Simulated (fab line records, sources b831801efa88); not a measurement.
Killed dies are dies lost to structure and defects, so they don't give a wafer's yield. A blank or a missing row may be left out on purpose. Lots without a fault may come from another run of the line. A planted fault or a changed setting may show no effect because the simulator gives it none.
fab line records | flow gf180mcu
record lots=24 wafers=72 last_day=34
route steps=602 shown NWELL@137 HV_LDD@207 PSD@256 V4@497 MIM@514
lots that met no fault: from a run of the same line without faults
start_h: hours from the record's first day to the start of the lot's first wafer shown | wait_h: hours since the lot's step before | " the same as in the row above | L1.1+2: a row that stands for several wafers | - no value, or no start given | * or withheld: withheld | < > ~ a bound
route shown NAME@n: a module of which the file shows steps, and the number in the route of the first | usual: mean/standard deviation of fault-free wafers | same: alike in all rows | chamber/n: place in a boat | sites: the reading at each site | _std_site: their standard deviation | _edge_site: outer sites' mean less inner sites' | radius_mm: how far each site lies from the wafer's centre | mask NAME#n: copy n | behind: the tool/chamber that last shaped the wafer | hold: why the lot was held/for how many hours/how that ended | device: the transistor (n, p or np) that didn't switch | end of line: the same wafers' tests at the end of the route | a step without rows: its recipe alone | killed: dies lost to structure and defects at the first sort, not the wafer's yield | map: a wafer's dies, x killed, . not, _ none there
set.NAME: the setting as run; set.NAME@STEP: as run at that earlier step | model.NAME: the simulator's own value behind a step, which no gauge read
steps of the route over a sample of lots; a table a step, a row a wafer
services: from which hour (start_h, from the record's first day; less than 0 if before it) a tool's chamber was out of use, for how many hours, and why
## steps
# step GF_VT_IMPLANT_RS_MEAS_47
# recipe thk_meas_gauge=four-point-probe
# usual NWELL_RS=487.1/1.2
# columns lot.wafer tool chamber start_h wait_h NWELL_RS[ohm/sq]
L074.4 film_metro-03 - 158.01 0.1 487.1
L074.5 " - " " 486.0
L074.6 " - " " 485.1
L075.1 film_metro-04 - 163.34 0.1 489.0
L075.2 " - " " 488.4
L075.4 " - " " 489.8
L076.2 film_metro-04 - 167.62 0.1 488.0
L076.3 " - " " 489.2
L076.6 " - " " 489.2
L077.1 film_metro-03 - 176.93 0.1 486.4
L077.3 " - " " 487.9
L077.5 " - " " 485.2
L078.4 film_metro-03 - 182.26 0.1 487.1
L078.5 " - " " 486.3
L078.6 " - " " 488.4
L079.2 film_metro-01 - 185.32 0.1 487.7
L079.3 " - " " 488.7
L079.4 " - " " 488.7
L080.1 film_metro-01 - 197.60 0.1 486.4
L080.3 " - " " 488.1
L080.6 " - " " 486.2
L081.1 film_metro-01 - 202.29 0.1 487.4
L081.2 " - " " 487.9
L081.5 " - " " 488.3
L082.1 film_metro-01 - 210.45 0.1 485.5
L082.4 " - " " 488.2
L082.5 " - " " 487.2
L083.1 film_metro-01 - 218.95 0.1 484.4
L083.3 " - " " 486.1
L083.6 " - " " 484.5
L084.2 film_metro-01 - 232.77 0.1 485.9
L084.4 " - " " 485.7
L084.5 " - " " 484.0
L085.3 film_metro-03 - 244.22 0.1 486.0
L085.4 " - " " 488.0
L085.6 " - " " 486.9
L086.2 film_metro-03 - 247.32 0.1 487.1
L086.5 " - " " 487.1
L086.6 " - " " 486.9
L087.1 film_metro-01 - 249.90 0.1 487.5
L087.3 " - " " 487.1
L087.5 " - " " 487.7
L088.1 film_metro-03 - 251.33 0.1 486.3
L088.4 " - " " 487.9
L088.6 " - " " 488.1
L089.2 film_metro-03 - 261.81 0.1 487.2
L089.3 " - " " 487.2
L089.4 " - " " 486.6
L090.1 film_metro-01 - 263.40 0.1 489.4
L090.2 " - " " 486.7
L090.5 " - " " 489.1
L091.3 film_metro-04 - 273.34 0.1 487.4
L091.4 " - " " 486.8
L091.5 " - " " 484.7
L092.1 film_metro-03 - 275.94 0.1 488.2
L092.2 " - " " 489.2
L092.5 " - " " 488.1
L093.1 film_metro-03 - 284.05 0.1 485.9
L093.2 " - " " 486.7
L093.4 " - " " 486.8
L094.1 film_metro-01 - 290.36 0.1 486.0
L094.2 " - " " 486.5
L094.3 " - " " 486.6
L095.1 film_metro-04 - 298.45 0.1 486.7
L095.3 " - " " 487.8
L095.5 " - " " 486.5
L096.2 film_metro-03 - 302.82 0.1 486.6
L096.4 " - " " 487.8
L096.5 " - " " 487.6
L097.3 film_metro-01 - 309.42 0.1 486.6
L097.4 " - " " 485.7
L097.5 " - " " 486.7
# step GF_HV_LDD_CD_MEAS_31
# recipe target_cd_nm=400
# usual cd_nm=400.9/2.2
# columns lot.wafer tool chamber start_h wait_h cd_nm
L074.4 cd_sem-01 - 252.49 0.1 401.2
L074.5 " - " " 401.1
L074.6 " - " " 400.8
L075.1 cd_sem-01 - 258.90 0.2 401.4
L075.2 " - " " 401.5
L075.4 " - " " 401.3
L076.2 cd_sem-01 - 262.19 0.1 398.8
L076.3 " - " " 399.9
L076.6 " - " " 397.0
L077.1 cd_sem-01 - 272.97 0.1 403.8
L077.3 " - " " 405.8
L077.5 " - " " 404.2
L078.4 cd_sem-01 - 278.14 0.1 398.8
L078.5 " - " " 400.1
L078.6 " - " " 400.4
L079.2 cd_sem-01 - 283.50 0.1 398.9
L079.3 " - " " 399.4
L079.4 " - " " 398.4
L080.1 cd_sem-02 - 295.83 0.1 397.2
L080.3 " - " " 396.7
L080.6 " - " " 397.5
L081.1 cd_sem-02 - 316.78 0.1 399.2
L081.2 " - " " 400.2
L081.5 " - " " 399.5
L082.1 cd_sem-02 - 317.08 0.1 400.3
L082.4 " - " " 402.0
L082.5 " - " " 402.2
L083.1 cd_sem-02 - 327.73 0.1 401.8
L083.3 " - " " 399.5
L083.6 " - " " 400.7
L084.2 cd_sem-01 - 348.25 0.1 400.6
L084.4 " - " " 402.2
L084.5 " - " " 402.9
L085.3 cd_sem-01 - 359.05 0.1 397.6
L085.4 " - " " 400.0
L085.6 " - " " 396.2
L086.2 cd_sem-01 - 365.75 0.1 399.7
L086.5 " - " " 399.0
L086.6 " - " " 398.4
L087.1 cd_sem-01 - 368.48 0.2 400.9
L087.3 " - " " 401.0
L087.5 " - " " 402.9
L088.1 cd_sem-02 - 370.98 0.1 402.9
L088.4 " - " " 403.5
L088.6 " - " " 401.4
L090.1 cd_sem-02 - 377.83 0.1 400.7
L090.2 " - " " 400.4
L090.5 " - " " 402.1
L089.2 cd_sem-01 - 379.15 0.1 398.9
L089.3 " - " " 400.1
L089.4 " - " " 398.9
L091.3 cd_sem-01 - 386.85 0.1 405.9
L091.4 " - " " 402.9
L091.5 " - " " 406.3
L092.1 cd_sem-01 - 390.41 0.1 402.3
L092.2 " - " " 398.8
L092.5 " - " " 401.4
L093.1 cd_sem-02 - 400.83 0.1 402.2
L093.2 " - " " 401.3
L093.4 " - " " 404.0
L094.1 cd_sem-01 - 406.91 0.1 401.2
L094.2 " - " " 400.9
L094.3 " - " " 400.4
L095.1 cd_sem-02 - 416.03 0.1 404.9
L095.3 " - " " 404.6
L095.5 " - " " 401.5
L096.2 cd_sem-01 - 422.23 0.1 398.8
L096.4 " - " " 399.2
L096.5 " - " " 399.3
L097.3 cd_sem-01 - 430.87 0.1 402.8
L097.4 " - " " 404.4
L097.5 " - " " 402.3
# step GF_HV_LDD_OVL_MEAS_32
# usual HV_LDD_02_OVL=0.7/1.5
# columns lot.wafer tool chamber start_h wait_h HV_LDD_02_OVL[nm]
L074.4 overlay-01 - 252.57 0.1 1.4
L074.5 " - " " 1.8
L074.6 " - " " 2.2
L075.1 overlay-01 - 259.02 0.1 2.8
L075.2 " - " " 3.6
L075.4 " - " " 4.0
L076.2 overlay-02 - 262.29 0.1 0.5
L076.3 " - " " -0.1
L076.6 " - " " -1.1
L077.1 overlay-01 - 273.09 0.1 -0.2
L077.3 " - " " -1.1
L077.5 " - " " 0.0
L078.4 overlay-01 - 278.22 0.1 -0.9
L078.5 " - " " -0.2
L078.6 " - " " 1.8
L079.2 overlay-02 - 283.61 0.1 0.0
L079.3 " - " " -1.0
L079.4 " - " " 0.4
L080.1 overlay-01 - 295.95 0.1 3.6
L080.3 " - " " 2.5
L080.6 " - " " 2.7
L081.1 overlay-01 - 316.90 0.1 1.7
L081.2 " - " " 2.9
L081.5 " - " " 1.5
L082.1 overlay-02 - 317.20 0.1 -1.0
L082.4 " - " " 0.1
L082.5 " - " " 0.1
L083.1 overlay-02 - 327.85 0.1 0.0
L083.3 " - " " 1.1
L083.6 " - " " 0.6
L084.2 overlay-01 - 348.35 0.1 0.7
L084.4 " - " " 0.3
L084.5 " - " " -1.0
L085.3 overlay-01 - 359.15 0.1 0.0
L085.4 " - " " -0.8
L085.6 " - " " 0.9
L086.2 overlay-02 - 365.85 0.1 0.5
L086.5 " - " " 0.6
L086.6 " - " " 0.6
L087.1 overlay-01 - 368.60 0.1 -0.4
L087.3 " - " " 0.4
L087.5 " - " " 0.2
L088.1 overlay-02 - 371.10 0.1 2.0
L088.4 " - " " 0.1
L088.6 " - " " 2.7
L090.1 overlay-02 - 377.95 0.1 2.2
L090.2 " - " " 0.8
L090.5 " - " " 2.0
L089.2 overlay-02 - 379.25 0.1 -0.4
L089.3 " - " " 0.4
L089.4 " - " " -1.1
L091.3 overlay-02 - 386.95 0.1 -0.5
L091.4 " - " " -0.8
L091.5 " - " " -1.8
L092.1 overlay-02 - 390.53 0.1 -0.7
L092.2 " - " " -1.2
L092.5 " - " " -2.7
L093.1 overlay-01 - 400.95 0.1 2.5
L093.2 " - " " 2.5
L093.4 " - " " 3.3
L094.1 overlay-02 - 407.03 0.1 -0.5
L094.2 " - " " -0.9
L094.3 " - " " -2.2
L095.1 overlay-01 - 416.15 0.1 1.9
L095.3 " - " " 2.7
L095.5 " - " " 1.9
L096.2 overlay-01 - 422.35 0.1 -0.1
L096.4 " - " " 0.8
L096.5 " - " " 1.3
L097.3 overlay-02 - 430.96 0.1 1.5
L097.4 " - " " 0.1
L097.5 " - " " 1.4
# step GF_PSD_OVL_MEAS_08
# usual PSD_OVL=1.1/1.6
# columns lot.wafer tool chamber start_h wait_h PSD_OVL[nm]
L074.4 overlay-01 - 312.60 0.1 0.3
L074.5 " - " " 0.8
L074.6 " - " " 1.2
L075.1 overlay-02 - 320.55 0.1 2.2
L075.2 " - " " 2.0
L075.4 " - " " 1.2
L076.2 overlay-01 - 326.84 0.1 0.9
L076.3 " - " " 0.2
L076.6 " - " " 0.5
L077.1 overlay-01 - 337.58 0.1 3.6
L077.3 " - " " 2.7
L077.5 " - " " 2.0
L078.4 overlay-01 - 343.40 0.1 1.4
L078.5 " - " " 1.4
L078.6 " - " " 2.1
L079.2 overlay-02 - 349.84 0.1 0.6
L079.3 " - " " 1.0
L079.4 " - " " 1.3
L080.1 overlay-02 - 362.98 0.1 0.2
L080.3 " - " " 2.0
L080.6 " - " " -1.2
L081.1 overlay-02 - 385.33 0.1 -1.9
L081.2 " - " " -1.2
L081.5 " - " " -1.0
L082.1 overlay-02 - 386.28 0.1 0.3
L082.4 " - " " -1.1
L082.5 " - " " 0.2
L083.1 overlay-02 - 398.98 0.1 -0.1
L083.3 " - " " -0.9
L083.6 " - " " -1.2
L084.2 overlay-01 - 422.14 0.1 0.4
L084.4 " - " " 1.0
L084.5 " - " " 2.1
L085.3 overlay-02 - 432.45 0.1 2.2
L085.4 " - " " 1.5
L085.6 " - " " 1.8
L086.2 overlay-01 - 439.19 0.1 1.3
L086.5 " - " " 0.6
L086.6 " - " " 0.9
L087.1 overlay-01 - 445.25 0.1 2.6
L087.3 " - " " 1.5
L087.5 " - " " 3.1
L088.1 overlay-01 - 447.75 0.1 3.3
L088.4 " - " " 3.2
L088.6 " - " " 3.6
L090.1 overlay-01 - 451.85 0.1 3.6
L090.2 " - " " 4.4
L090.5 " - " " 4.6
L089.2 overlay-02 - 455.04 0.1 -0.9
L089.3 " - " " -0.9
L089.4 " - " " -1.0
L091.3 overlay-01 - 462.49 0.1 1.5
L091.4 " - " " 0.6
L091.5 " - " " 0.4
L092.1 overlay-01 - 476.40 0.1 0.8
L092.2 " - " " -1.3
L092.5 " - " " 1.4
L093.1 overlay-02 - 476.58 0.1 0.3
L093.2 " - " " 0.4
L093.4 " - " " -0.3
L094.1 overlay-01 - 483.18 0.1 2.8
L094.2 " - " " 2.1
L094.3 " - " " 2.4
L095.1 overlay-02 - 492.45 0.1 -1.8
L095.3 " - " " -1.3
L095.5 " - " " -0.6
L096.2 overlay-01 - 499.15 0.1 -0.4
L096.4 " - " " 0.8
L096.5 " - " " 1.6
L097.3 overlay-01 - 508.09 0.1 2.6
L097.4 " - " " 2.6
L097.5 " - " " 2.9
# step GF_V4_SPUTTER_21
# recipe material=Ti target_thk_nm=15 chamber_pressure_pa=5 power_w=2500 substrate_temp_c=200 time_s=80.02
# usual throttle_valve_pct=29.6/0.91
# columns lot.wafer tool chamber start_h wait_h throttle_valve_pct
L074.4 pvd_sputter-04 - 556.24 0.0 30.0
L074.5 " - " " 29.8
L074.6 " - " " 29.8
L075.1 pvd_sputter-04 - 564.19 0.0 29.7
L075.2 " - " " 29.6
L075.4 " - " " 29.6
L076.2 pvd_sputter-04 - 572.44 0.0 29.8
L076.3 " - " " 29.7
L076.6 " - " " 29.5
L077.1 pvd_sputter-04 - 583.53 0.0 29.6
L077.3 " - " " 29.9
L077.5 " - " " 29.5
L078.4 pvd_sputter-01 - 586.04 0.0 29.2
L078.5 " - " " 30.3
L078.6 " - " " 29.3
L079.2 pvd_sputter-04 - 596.85 0.0 29.5
L079.3 " - " " 29.7
L079.4 " - " " 30.3
L080.1 pvd_sputter-02 - 607.83 0.0 30.1
L080.3 " - " " 30.1
L080.6 " - " " 27.8
L081.1 pvd_sputter-04 - 628.90 0.0 29.9
L081.2 " - " " 29.9
L081.5 " - " " 29.9
L082.1 pvd_sputter-02 - 630.81 0.0 30.3
L082.4 " - " " 30.2
L082.5 " - " " 29.7
L083.1 pvd_sputter-01 - 641.03 0.0 28.8
L083.3 " - " " 30.3
L083.6 " - " " 29.3
L084.2 pvd_sputter-02 - 660.54 0.0 30.2
L084.4 " - " " 28.3
L084.5 " - " " 28.0
L085.3 pvd_sputter-02 - 668.24 0.0 31.4
L085.4 " - " " 30.0
L085.6 " - " " 31.2
L087.1 pvd_sputter-04 - 678.76 0.0 29.6
L087.3 " - " " 30.0
L087.5 " - " " 30.1
L086.2 pvd_sputter-02 - 679.53 0.0 28.1
L086.5 " - " " 31.5
L086.6 " - " " 30.0
L088.1 pvd_sputter-01 - 681.70 0.0 29.0
L088.4 " - " " 29.1
L088.6 " - " " 30.3
L090.1 pvd_sputter-02 - 684.35 0.0 31.1
L090.2 " - " " 28.3
L090.5 " - " " 30.1
L089.2 pvd_sputter-02 - 685.74 0.0 28.2
L089.3 " - " " 30.3
L089.4 " - " " 30.0
L091.3 pvd_sputter-01 - 692.91 0.0 27.4
L091.4 " - " " 29.2
L091.5 " - " " 29.1
L092.1 pvd_sputter-02 - 703.06 0.0 31.4
L092.2 " - " " 28.0
L092.5 " - " " 31.6
L093.1 pvd_sputter-01 - 704.03 0.0 30.1
L093.2 " - " " 27.3
L093.4 " - " " 28.8
L094.1 pvd_sputter-04 - 708.00 0.0 29.8
L094.2 " - " " 29.7
L094.3 " - " " 29.5
L095.1 pvd_sputter-04 - 716.65 0.0 29.4
L095.3 " - " " 30.0
L095.5 " - " " 29.9
L096.2 pvd_sputter-01 - 720.89 0.0 30.0
L096.4 " - " " 29.4
L096.5 " - " " 30.2
L097.3 pvd_sputter-01 - 726.68 0.0 30.2
L097.4 " - " " 29.3
L097.5 " - " " 27.7
# step GF_MIM_THK_MEAS_11
# recipe thk_meas_gauge=xrf reads=AlCu_of_MIM_SPUTTER_08
# usual MIM_ALCU_THK=201.1/2.9
# columns lot.wafer tool chamber start_h wait_h MIM_ALCU_THK[nm]
L074.4 film_metro-03 - 557.50 0.1 205.9
L074.5 " - " " 198.7
L074.6 " - " " 200.7
L075.1 film_metro-02 - 565.42 0.1 201.2
L075.2 " - " " 204.2
L075.4 " - " " 199.7
L076.2 film_metro-03 - 573.68 0.1 196.1
L076.3 " - " " 201.9
L076.6 " - " " 195.0
L077.1 film_metro-02 - 585.05 0.1 200.7
L077.3 " - " " 208.5
L077.5 " - " " 204.5
L078.4 film_metro-03 - 587.30 0.1 198.1
L078.5 " - " " 200.3
L078.6 " - " " 200.2
L079.2 film_metro-04 - 598.09 0.1 200.5
L079.3 " - " " 204.5
L079.4 " - " " 199.0
L080.1 film_metro-02 - 609.05 0.1 201.9
L080.3 " - " " 205.8
L080.6 " - " " 204.7
L081.1 film_metro-02 - 630.13 0.1 201.7
L081.2 " - " " 198.3
L081.5 " - " " 204.0
L082.1 film_metro-03 - 632.03 0.1 203.4
L082.4 " - " " 202.8
L082.5 " - " " 202.4
L083.1 film_metro-03 - 642.25 0.1 200.0
L083.3 " - " " 198.4
L083.6 " - " " 204.6
L084.2 film_metro-03 - 661.78 0.1 199.0
L084.4 " - " " 204.0
L084.5 " - " " 199.7
L085.3 film_metro-02 - 669.60 0.1 201.8
L085.4 " - " " 202.1
L085.6 " - " " 204.4
L087.1 film_metro-03 - 679.98 0.1 196.9
L087.3 " - " " 201.1
L087.5 " - " " 204.4
L086.2 film_metro-04 - 680.76 0.1 201.1
L086.5 " - " " 200.5
L086.6 " - " " 205.3
L088.1 film_metro-03 - 683.03 0.1 203.5
L088.4 " - " " 200.4
L088.6 " - " " 203.7
L090.1 film_metro-02 - 685.57 0.1 197.4
L090.2 " - " " 200.3
L090.5 " - " " 196.6
L089.2 film_metro-04 - 686.97 0.1 205.1
L089.3 " - " " 204.9
L089.4 " - " " 202.4
L091.3 film_metro-03 - 694.15 0.1 200.3
L091.4 " - " " 201.8
L091.5 " - " " 204.1
L092.1 film_metro-04 - 704.35 0.1 205.3
L092.2 " - " " 202.1
L092.5 " - " " 206.6
L093.1 film_metro-03 - 705.32 0.1 197.3
L093.2 " - " " 199.3
L093.4 " - " " 202.2
L094.1 film_metro-04 - 709.23 0.1 203.4
L094.2 " - " " 199.9
L094.3 " - " " 199.1
L095.1 film_metro-03 - 717.88 0.1 197.9
L095.3 " - " " 199.5
L095.5 " - " " 198.5
L096.2 film_metro-03 - 722.24 0.1 200.0
L096.4 " - " " 196.2
L096.5 " - " " 197.8
L097.3 film_metro-02 - 727.92 0.1 203.6
L097.4 " - " " 203.4
L097.5 " - " " 200.7
## services
# columns tool chamber start_h hours kind
pvd_sputter-01 - 541.92 3.5 repair
pvd_sputter-04 - 573.87 4.4 repair
pvd_sputter-01 3 656.23 - consumable_replace:kit
pvd_sputter-01 3 656.23 18.0 scheduled_down
pvd_sputter-01 3 656.23 18.0 vent_cycle
pvd_sputter-01 - 663.93 5.5 repair
pvd_sputter-01 - 665.68 7.3 repair
pvd_sputter-02 1 689.32 - consumable_replace:kit
pvd_sputter-02 1 689.32 18.0 scheduled_down
pvd_sputter-02 1 689.32 18.0 vent_cycle
pvd_sputter-04 0 705.20 - consumable_replace:kit
pvd_sputter-04 0 705.20 18.0 scheduled_down
pvd_sputter-04 0 705.20 18.0 vent_cycle
## key
fault none
